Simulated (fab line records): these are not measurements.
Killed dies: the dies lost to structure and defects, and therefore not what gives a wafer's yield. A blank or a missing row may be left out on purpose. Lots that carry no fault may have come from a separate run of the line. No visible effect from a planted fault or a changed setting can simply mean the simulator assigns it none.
fab line records    flow sky130
record: lots: 6  wafers: 18  lastDay: 50
route steps=708 shown VT_ADJUST_LVTN@111 VT_ADJUST_NCORE@119 PAD_OPEN@708
lots that met no fault: from a run of the same line without faults
startH: hours from the record's first day to the start of the lot's first wafer shown    waitH: hours since the lot's step before    " the same as in the row above    L1.1+2: several wafers, shown together as one row    - value missing, or start not given    * or withheld: withheld    < > ~ a bound
route shown NAME@n: a module of which the file shows steps, and the number in the route of the first    usual: mean and standard deviation over wafers with no fault    same: alike in all rows    chamber/n: place in a boat    sites: the reading at each site    _std_site: the values' standard deviation    _edge_site: the outer-site mean with the inner-site mean subtracted    radiusMm: how far each site lies from the wafer's centre    mask NAME#n: copy n    behind: the last tool/chamber to shape the wafer    hold: cause of the lot's hold/its duration in hours/its outcome    device: the n, p or np transistor that did not switch    end of line: tests run on the same wafers once the route is complete    step lacking rows: just its recipe    killed: count of dies lost to structure and defects at first sort (not the wafer's yield)    map: a wafer's dies, x killed, . not, _ none there
set.NAME: the run value of the setting; set.NAME@STEP: its run value at that earlier step    model.NAME: the simulator's own value behind a step, which no gauge read
a table for each step, a row for each wafer; lots at some steps of the route
services: the hour from which a tool's chamber was out of use, counted from the record's first day as startH (under 0 if before that day), plus the number of hours and why
== steps ==
step: SKY_VT_ADJUST_LVTN_SOFTBAKE_14
recipe: tempC: 90  timeS: 60  resist: NOVOLAK
step: SKY_VT_ADJUST_LVTN_EXPOSE_15
recipe: maskId: HVN_STD_DERIVED  na: 0.6  sourceShape: conventional  sigmaOuter: 0.6  polarization: unpolarized  targetCdNm: 600  doseMj: 165.2
step: SKY_VT_ADJUST_LVTN_PEB_16
recipe: tempC: withheld  timeS: *  resist: NOVOLAK
step: SKY_VT_ADJUST_LVTN_DEVELOP_17
recipe: resist: NOVOLAK  developer: TMAH  developTimeS: 60  devTempC: 23
step: SKY_VT_ADJUST_LVTN_OVL_MEAS_18
usual: VT_ADJUST_LVTN_01_OVL: 0.7/1.6
lot.wafer  tool        chamber  startH  waitH  VT_ADJUST_LVTN_01_OVL[nm]
L576.2     overlay-02  -        199.10  0.1    0.1
L576.4     "           -        "       "      0.7
L576.5     "           -        "       "      -1.7
L578.2     overlay-02  -        219.64  0.1    1.2
L578.4     "           -        "       "      1.6
L578.5     "           -        "       "      -0.3
L584.4     overlay-01  -        251.85  0.1    3.1
L584.5     "           -        "       "      2.8
L584.6     "           -        "       "      2.5
L586.1     overlay-01  -        268.20  0.1    -1.1
L586.5     "           -        "       "      0.6
L586.6     "           -        "       "      1.1
L589.4     overlay-01  -        288.58  0.1    2.0
L589.5     "           -        "       "      0.8
L589.6     "           -        "       "      3.0
L590.1     overlay-01  -        298.41  0.1    1.1
L590.2     "           -        "       "      1.1
L590.3     "           -        "       "      0.7
step: SKY_VT_ADJUST_LVTN_IMPLANT_19
recipe: species: B  energyKev: 30  doseCm2: 6.5e+11  tiltDeg: withheld
step: SKY_VT_ADJUST_LVTN_STRIP_20
recipe: chemistry: O2/N2  powerW: 1400  pressureMtorr: 1500  platenTempC: withheld  o2FlowSccm: 3000  n2FlowSccm: 300  overashFraction: 0.5
usual: drypumpMotorCurrentA: 5.7/0.42  oesProductAu: 0.716/0.0043  stripTimeToEndpointS: 14.17/0.038
lot.wafer  tool            chamber  startH  waitH  drypumpMotorCurrentA  oesProductAu  rfHoursCounterH  stripTimeToEndpointS
L576.2     plasmaAsher-03  0        199.28  0.1    5.7                   0.720         51               14.23
L576.4     "               1        "       "      5.3                   0.706         -                14.18
L576.5     "               0        "       "      5.7                   0.718         -                14.17
L578.2     plasmaAsher-02  1        219.82  0.1    6.2                   0.716         9                14.16
L578.4     "               1        "       "      6.1                   0.723         -                14.14
L578.5     "               0        "       "      5.3                   0.715         -                14.19
L584.4     plasmaAsher-02  0        252.05  0.1    5.2                   0.716         -                14.24
L584.5     "               1        "       "      6.2                   0.712         -                14.16
L584.6     "               0        "       "      5.3                   0.715         -                14.18
L586.1     plasmaAsher-04  1        268.38  0.1    6.3                   0.716         47               14.21
L586.5     "               0        "       "      5.6                   0.722         -                14.18
L586.6     "               1        "       "      6.3                   0.711         -                14.20
L589.4     plasmaAsher-04  0        288.78  0.1    5.6                   0.719         -                14.22
L589.5     "               1        "       "      6.4                   0.717         -                14.17
L589.6     "               0        "       "      5.6                   0.710         -                14.18
L590.1     plasmaAsher-03  0        298.60  0.1    5.7                   0.709         59               14.20
L590.2     "               1        "       "      5.2                   0.719         59               14.22
L590.3     "               0        "       "      5.7                   0.717         -                14.21
step: SKY_VT_ADJUST_LVTN_TW_MEAS_21
usual: VT_ADJUST_LVTN_2_TW: 188.0/1.1
lot.wafer  tool          chamber  startH  waitH  VT_ADJUST_LVTN_2_TW
L576.2     filmMetro-01  -        199.39  0.1    187.2
L576.4     "             -        "       "      187.4
L576.5     "             -        "       "      188.1
L578.2     filmMetro-01  -        219.93  0.1    188.9
L578.4     "             -        "       "      188.8
L578.5     "             -        "       "      187.8
L584.4     filmMetro-02  -        252.15  0.1    189.3
L584.5     "             -        "       "      190.2
L584.6     "             -        "       "      188.4
L586.1     filmMetro-01  -        268.48  0.1    187.7
L586.5     "             -        "       "      187.0
L586.6     "             -        "       "      187.7
L589.4     filmMetro-02  -        288.88  0.1    188.7
L589.5     "             -        "       "      190.3
L589.6     "             -        "       "      190.2
L590.1     filmMetro-01  -        298.70  0.1    188.1
L590.2     "             -        "       "      188.4
L590.3     "             -        "       "      188.6
step: SKY_VT_ADJUST_NCORE_DEHYDRATE_00
recipe: tempC: 200  timeS: 60
step: SKY_VT_ADJUST_NCORE_HMDS_01
recipe: primeTimeS: 60  primeTempC: 120
step: SKY_VT_ADJUST_NCORE_COAT_02
recipe: resist: NOVOLAK  spinRpm: 3000  resistThkNm: 1140
step: SKY_VT_ADJUST_NCORE_SOFTBAKE_03
recipe: tempC: 90  timeS: 60  resist: NOVOLAK
step: SKY_VT_ADJUST_NCORE_EXPOSE_04
recipe: maskId: LVTN_COMPLEMENT_THIN  na: 0.6  sourceShape: conventional  sigmaOuter: 0.6  polarization: unpolarized  targetCdNm: 380  doseMj: 139
usual: exposureDoseMJCm2: 138.99/0.14
lot.wafer  tool             chamber  startH  waitH  mask                    exposureDoseMJCm2  model.VT_ADJUST_NCORE.overlayXNm
L576.2     ilineStepper-01  0        209.81  -      LVTN_COMPLEMENT_THIN#0  138.98             1.113
L576.4     "                0        "       "      LVTN_COMPLEMENT_THIN#0  139.07             1.113
L576.5     "                0        "       "      LVTN_COMPLEMENT_THIN#0  138.89             1.113
L578.2     ilineStepper-02  0        231.20  -      LVTN_COMPLEMENT_THIN#0  139.17             2.646
L578.4     "                0        "       "      LVTN_COMPLEMENT_THIN#0  138.95             2.646
L578.5     "                0        "       "      LVTN_COMPLEMENT_THIN#0  138.95             2.646
L584.4     ilineStepper-02  0        264.86  -      LVTN_COMPLEMENT_THIN#0  138.97             152.5
L584.5     "                0        "       "      LVTN_COMPLEMENT_THIN#0  139.17             152.5
L584.6     "                0        "       "      LVTN_COMPLEMENT_THIN#0  139.24             152.5
L586.1     ilineStepper-02  0        280.94  -      LVTN_COMPLEMENT_THIN#0  138.91             153.4
L586.5     "                0        "       "      LVTN_COMPLEMENT_THIN#0  138.76             153.4
L586.6     "                0        "       "      LVTN_COMPLEMENT_THIN#0  138.86             153.4
L589.4     ilineStepper-01  0        301.76  -      LVTN_COMPLEMENT_THIN#0  139.13             -1.898
L589.5     "                0        "       "      LVTN_COMPLEMENT_THIN#0  139.33             -1.898
L589.6     "                0        "       "      LVTN_COMPLEMENT_THIN#0  139.19             -1.898
L590.1     ilineStepper-01  0        311.33  -      LVTN_COMPLEMENT_THIN#0  138.83             -2.209
L590.2     "                0        "       "      LVTN_COMPLEMENT_THIN#0  138.82             -2.209
L590.3     "                0        "       "      LVTN_COMPLEMENT_THIN#0  138.83             -2.209
step: SKY_VT_ADJUST_NCORE_PEB_05
recipe: tempC: withheld  timeS: *  resist: NOVOLAK
step: SKY_VT_ADJUST_NCORE_DEVELOP_06
recipe: resist: NOVOLAK  developer: TMAH  developTimeS: 60  devTempC: 23
step: SKY_VT_ADJUST_NCORE_CD_MEAS_07
recipe: targetCdNm: 380
usual: cdNm: 380.6/2.8
lot.wafer  tool      chamber  startH  waitH  cdNm
L576.2     cdSem-01  -        221.18  0.1    378.4
L576.4     "         -        "       "      378.9
L576.5     "         -        "       "      377.8
L578.2     cdSem-02  -        241.86  0.1    381.5
L578.4     "         -        "       "      381.4
L578.5     "         -        "       "      377.4
L584.4     cdSem-02  -        276.20  0.1    378.1
L584.5     "         -        "       "      376.1
L584.6     "         -        "       "      376.7
L586.1     cdSem-01  -        293.21  0.1    378.5
L586.5     "         -        "       "      378.8
L586.6     "         -        "       "      376.2
L589.4     cdSem-02  -        314.39  0.1    379.8
L589.5     "         -        "       "      381.1
L589.6     "         -        "       "      378.9
L590.1     cdSem-01  -        324.78  0.1    384.8
L590.2     "         -        "       "      383.1
L590.3     "         -        "       "      381.0
step: SKY_VT_ADJUST_NCORE_OVL_MEAS_08
usual: VT_ADJUST_NCORE_OVL: 0.1/1.3
lot.wafer  tool        chamber  startH  waitH  VT_ADJUST_NCORE_OVL[nm]
L576.2     overlay-02  -        221.29  0.1    0.0
L576.4     "           -        "       "      0.2
L576.5     "           -        "       "      -0.5
L578.2     overlay-02  -        241.97  0.1    2.2
L578.4     "           -        "       "      1.6
L578.5     "           -        "       "      2.4
L584.4     overlay-01  -        276.28  0.1    152.5
L584.5     "           -        "       "      154.6
L584.6     "           -        "       "      153.7
L586.1     overlay-01  -        293.33  0.1    155.6
L586.5     "           -        "       "      153.1
L586.6     "           -        "       "      155.4
L589.4     overlay-01  -        314.47  0.1    0.1
L589.5     "           -        "       "      -1.9
L589.6     "           -        "       "      -0.9
L590.1     overlay-01  -        324.90  0.1    -1.6
L590.2     "           -        "       "      -2.9
L590.3     "           -        "       "      -2.1
step: SKY_VT_ADJUST_NCORE_IMPLANT_09
recipe: species: B  energyKev: 10  doseCm2: 2.4e+12  tiltDeg: withheld
step: SKY_PAD_OPEN_PROBE_99
usual: killed_at_M0_to_M3: 44/6.3  killed_at_M4_up: 3.1/2  killedAtContacts: 24/4.8  killedAtFrontEnd: 15/4.6  killedAtOther: 0.2/0.51  killedDies: 87/8.4  killedOpen: 48/6.4  killedShort: 39/5.9
same: grossDies: 492  killedAtBackSide: 0
lot.wafer  tool       chamber  startH   waitH  killed_at_M0_to_M3  killed_at_M4_up  killedAtContacts  killedAtFrontEnd  killedAtOther  killedDies  killedOpen  killedShort  model.etest.sramNfetPass.driveUaUm  model.etest.sramNfetPass.offLog10AUm  model.etest.sramNfetPass.vtSatV  model.etest.sramNfetPass.vtV
L576.2     prober-02  -        1104.53  0.1    40                  3                23                13                0              79          39          40           474.5                               -12.66                                0.5717                           0.6703
L576.4     prober-02  -        1104.63  0.2    50                  2                20                30                0              102         62          40           496                                 -12.52                                0.5496                           0.6496
L576.5     prober-02  -        1104.68  0.2    40                  1                37                19                0              97          59          38           485                                 -12.53                                0.5601                           0.6648
L578.2     prober-02  -        1128.41  0.1    42                  2                27                21                1              93          45          48           511                                 -12.43                                0.5485                           0.6527
L578.4     prober-02  -        1128.51  0.2    51                  3                22                14                0              90          50          40           515.5                               -12.6                                 0.557                            0.6545
L578.5     prober-02  -        1128.56  0.2    51                  2                24                12                1              90          45          45           511.7                               -12.34                                0.5466                           0.6437
L584.4     prober-02  -        1154.60  0.2    59                  3                16                13                0              91          50          41           526.1                               -12.4                                 0.529                            0.6539
L584.5     prober-02  -        1154.65  0.2    49                  4                23                14                0              90          53          37           516.1                               -12.32                                0.5278                           0.6378
L584.6     prober-02  -        1154.70  0.2    44                  3                32                12                0              91          47          44           520.1                               -12.39                                0.5295                           0.6459
L586.1     prober-02  -        1169.26  0.1    48                  1                28                21                1              99          51          48           511.8                               -12.28                                0.5256                           0.6423
L586.5     prober-02  -        1169.46  0.2    40                  3                25                14                1              83          49          34           517.7                               -12.15                                0.5185                           0.631
L586.6     prober-02  -        1169.51  0.2    45                  4                22                23                0              94          44          50           542.8                               -12.04                                0.504                            0.6212
L589.4     prober-01  -        1178.80  0.2    50                  3                24                8                 1              86          53          33           486.9                               -12.45                                0.5441                           0.6388
L589.5     prober-01  -        1178.85  0.2    42                  8                25                13                0              88          53          35           483.3                               -12.71                                0.5726                           0.67
L589.6     prober-01  -        1178.90  0.2    49                  0                22                15                0              86          51          35           468                                 -12.78                                0.5909                           0.6884
L590.1     prober-02  -        1187.95  0.1    42                  0                30                11                0              83          40          43           487.1                               -12.63                                0.5582                           0.6645
L590.2     prober-02  -        1188.00  0.1    43                  3                24                17                0              87          53          34           503.4                               -12.49                                0.5463                           0.6486
L590.3     prober-02  -        1188.05  0.2    48                  3                24                11                0              86          47          39           489.8                               -12.62                                0.5708                           0.6766
killed by level:class
L576.2 CONTACT:geometricParticle:open=7 VIA2:geometricParticle:open=7 VIA3:geometricParticle:open=7 CONTACT:geometricParticle:short=6 LI_CONTACT:geometricParticle:short=5 VIA1:geometricParticle:open=5 VIA1:geometricParticle:short=4 METAL2:geometricParticle:short=4
L576.4 VIA1:geometricParticle:open=13 CONTACT:geometricParticle:open=8 FIELD_ISO:geometricParticle:open=7 METAL2:geometricParticle:short=7 POLY_GATE:geometricParticle:short=6 POLY_GATE:geometricParticle:open=6 VIA2:geometricParticle:open=6 VIA3:geometricParticle:open=6
L576.5 CONTACT:geometricParticle:open=15 LI_CONTACT:geometricParticle:short=8 VIA1:geometricParticle:open=8 VIA1:geometricParticle:short=7 VIA3:geometricParticle:open=7 FIELD_ISO:geometricParticle:open=6 LI_CONTACT:geometricParticle:open=6 FIELD_ISO:geometricParticle:short=5
L578.2 LI_CONTACT:geometricParticle:open=9 VIA1:geometricParticle:short=9 VIA1:geometricParticle:open=9 CONTACT:geometricParticle:open=6 METAL2:geometricParticle:short=5 VIA2:geometricParticle:open=5 FIELD_ISO:geometricParticle:open=4 POLY_GATE:geometricParticle:short=4
L578.4 VIA1:geometricParticle:open=16 CONTACT:geometricParticle:open=9 LI_CONTACT:geometricParticle:open=8 METAL1:geometricParticle:short=7 METAL2:geometricParticle:short=7 FIELD_ISO:geometricParticle:short=5 VIA3:geometricParticle:open=5 POLY_GATE:geometricParticle:short=4
L578.5 VIA1:geometricParticle:open=12 CONTACT:geometricParticle:open=9 VIA1:geometricParticle:short=7 VIA3:geometricParticle:open=7 CONTACT:geometricParticle:short=6 FIELD_ISO:geometricParticle:short=5 VIA2:geometricParticle:open=5 LOCAL_INTERCONNECT:geometricParticle:short=4
L584.4 VIA1:geometricParticle:open=15 VIA1:geometricParticle:short=8 METAL2:geometricParticle:short=8 LI_CONTACT:geometricParticle:open=7 CONTACT:geometricParticle:open=7 METAL1:geometricParticle:short=7 FIELD_ISO:geometricParticle:short=5 VIA2:geometricParticle:open=5
L584.5 LI_CONTACT:geometricParticle:open=9 VIA3:geometricParticle:open=9 VIA1:geometricParticle:open=8 METAL2:geometricParticle:short=6 CONTACT:geometricParticle:open=6 VIA2:geometricParticle:open=6 LI_CONTACT:geometricParticle:short=5 FIELD_ISO:geometricParticle:open=4
L584.6 LI_CONTACT:geometricParticle:open=11 CONTACT:geometricParticle:open=9 VIA1:geometricParticle:open=9 METAL2:geometricParticle:short=7 VIA3:geometricParticle:short=6 VIA3:geometricParticle:open=6 VIA2:geometricParticle:open=5 POLY_GATE:geometricParticle:short=5
L586.1 METAL1:geometricParticle:short=11 LI_CONTACT:geometricParticle:open=10 METAL3:geometricParticle:short=9 CONTACT:geometricParticle:open=8 FIELD_ISO:geometricParticle:open=7 VIA3:geometricParticle:open=7 POLY_GATE:geometricParticle:open=6 CONTACT:geometricParticle:short=6
L586.5 VIA1:geometricParticle:open=10 VIA2:geometricParticle:open=10 METAL2:geometricParticle:short=8 CONTACT:geometricParticle:open=7 LI_CONTACT:geometricParticle:open=6 LI_CONTACT:geometricParticle:short=5 VIA3:geometricParticle:open=5 FIELD_ISO:geometricParticle:open=4
L586.6 VIA1:geometricParticle:open=8 METAL2:geometricParticle:short=8 VIA1:geometricParticle:short=7 POLY_GATE:geometricParticle:open=6 CONTACT:geometricParticle:open=6 CONTACT:geometricParticle:short=6 LI_CONTACT:geometricParticle:open=5 METAL1:geometricParticle:short=5
L589.4 METAL1:geometricParticle:short=11 VIA2:geometricParticle:open=11 CONTACT:geometricParticle:open=9 LI_CONTACT:geometricParticle:open=7 VIA1:geometricParticle:open=7 VIA3:geometricParticle:open=6 LI_CONTACT:geometricParticle:short=4 METAL1:geometricParticle:open=4
L589.5 VIA1:geometricParticle:open=14 LI_CONTACT:geometricParticle:open=10 VIA2:geometricParticle:open=8 LOCAL_INTERCONNECT:geometricParticle:short=6 METAL1:geometricParticle:short=6 CONTACT:geometricParticle:open=5 FIELD_ISO:geometricParticle:open=4 FIELD_ISO:geometricParticle:short=4
L589.6 VIA1:geometricParticle:open=15 VIA3:geometricParticle:open=8 POLY_GATE:geometricParticle:open=7 VIA2:geometricParticle:open=6 CONTACT:geometricParticle:open=5 LI_CONTACT:geometricParticle:short=5 CONTACT:geometricParticle:short=5 VIA1:geometricParticle:short=5
L590.1 CONTACT:geometricParticle:open=11 VIA3:geometricParticle:open=7 METAL1:geometricParticle:short=7 LI_CONTACT:geometricParticle:open=6 CONTACT:geometricParticle:short=6 METAL2:geometricParticle:short=6 VIA2:geometricParticle:open=4 VIA1:geometricParticle:open=4
L590.2 VIA2:geometricParticle:open=9 CONTACT:geometricParticle:open=8 VIA1:geometricParticle:open=8 FIELD_ISO:geometricParticle:open=6 VIA3:geometricParticle:open=6 LI_CONTACT:geometricParticle:open=5 LOCAL_INTERCONNECT:geometricParticle:short=5 METAL2:geometricParticle:short=5
L590.3 CONTACT:geometricParticle:open=12 VIA1:geometricParticle:open=12 METAL1:geometricParticle:short=8 FIELD_ISO:geometricParticle:short=6 VIA3:geometricParticle:open=5 VIA1:geometricParticle:short=5 CONTACT:geometricParticle:short=4 VIA2:geometricParticle:open=4
== services ==
tool             chamber  startH  hours  kind
ilineStepper-01  -        175.28  2.1    pm
ilineStepper-01  -        177.37  -      consumableReplace:lamp
plasmaAsher-03   -        258.69  12.5   repair
ilineStepper-02  -        287.77  3.8    repair
plasmaAsher-02   -        303.91  1.5    repair
== key ==
firstSign: step: SKY_VT_ADJUST_NCORE_OVL_MEAS_08  reading: VT_ADJUST_NCORE_OVL  direction: up  sigmas: 99+  usual: 0.1  struck: 154.2
effect none on later readings
modelEffect: step: SKY_VT_ADJUST_NCORE_EXPOSE_04  value: VT_ADJUST_NCORE.overlayXNm  without: -0.1498  struck: 153
modelEffect: step: SKY_PAD_OPEN_PROBE_99  value: etest.sramNfetPass.driveUaUm  without: 482.5  struck: 522.4
metAt SKY_VT_ADJUST_NCORE_EXPOSE_04
struckWafers L584.4,L584.5,L584.6,L586.1,L586.5,L586.6
testerLeftOut L584,L586
onsetBetween 231.20 264.86
fault: kind: scannerMatchingOverlay  tool: ilineStepper-02  chamber: -  onsetH: 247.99  steps: SKY_VT_ADJUST_NCORE_EXPOSE_04  offset: 153.14
testerLeftOut: of these lots the tester's yield and bins aren't shown, on N5 and GAA mostly nor the transistor test; their killed dies are dies lost to structure and defects alone, not to doping, threshold or leakage, so they don't give the yield
